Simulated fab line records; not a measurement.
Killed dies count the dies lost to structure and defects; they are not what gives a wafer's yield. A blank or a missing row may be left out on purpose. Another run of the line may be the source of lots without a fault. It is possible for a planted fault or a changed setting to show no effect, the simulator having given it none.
Which tool was responsible? / flow gf180mcu / 36 wafers sampled from 12 lots at 1 step of a route of 602

## WHAT THE GAUGES READ, wafer by wafer
GF_CONTACT_BOW_MEAS_05.
lot=L075; measured=day 15 19:21; on=film_metro-03; CONTACT_BOW (um)=63 70 50
lot=L077; measured=day 16 12:46; on=film_metro-03; CONTACT_BOW (um)=58 73 55
lot=L079; measured=day 17 05:40; on=film_metro-01; CONTACT_BOW (um)=65 49 67
lot=L081; measured=day 18 04:45; on=film_metro-03; CONTACT_BOW (um)=74 59 69
lot=L083; measured=day 18 11:16; on=film_metro-01; CONTACT_BOW (um)=60 72 61
lot=L085; measured=day 19 06:20; on=film_metro-04; CONTACT_BOW (um)=74 71 70
lot=L087; measured=day 19 22:45; on=film_metro-01; CONTACT_BOW (um)=76 62 67
lot=L089; measured=day 20 13:01; on=film_metro-01; CONTACT_BOW (um)=70 59 56
lot=L091; measured=day 21 08:18; on=film_metro-04; CONTACT_BOW (um)=64 56 62
lot=L093; measured=day 21 17:44; on=film_metro-04; CONTACT_BOW (um)=67 59 59
lot=L095; measured=day 22 13:26; on=film_metro-04; CONTACT_BOW (um)=64 68 66
lot=L097; measured=day 23 08:37; on=film_metro-03; CONTACT_BOW (um)=68 66 78

## WHICH TOOL RAN EACH LOT (tool, then ch and the chambers of the sampled wafers, then the start)
The record holds no process step before these readings.

## THE ANSWER, worked out from the rows above alone
Rule: what is usual is taken from the lots themselves. The widest of any qualifying gaps counts: lots, ordered by their means at a reading, are off when they make up no more than a third of the lots, leave a main group of 4 or more, and stand apart from it by 3 or more times the standard deviation of that group's means. The tables above print the reading to a certain number of digits; a main group whose means all agree to those digits is not used. A lot without any number at a reading at which 4 lots or more have one is off too. All remaining lots with rows at the step are treated as sound.
Nothing can be told from this: no lot is off at any reading shown.

## WHAT WAS PUT IN BY THE SIMULATOR
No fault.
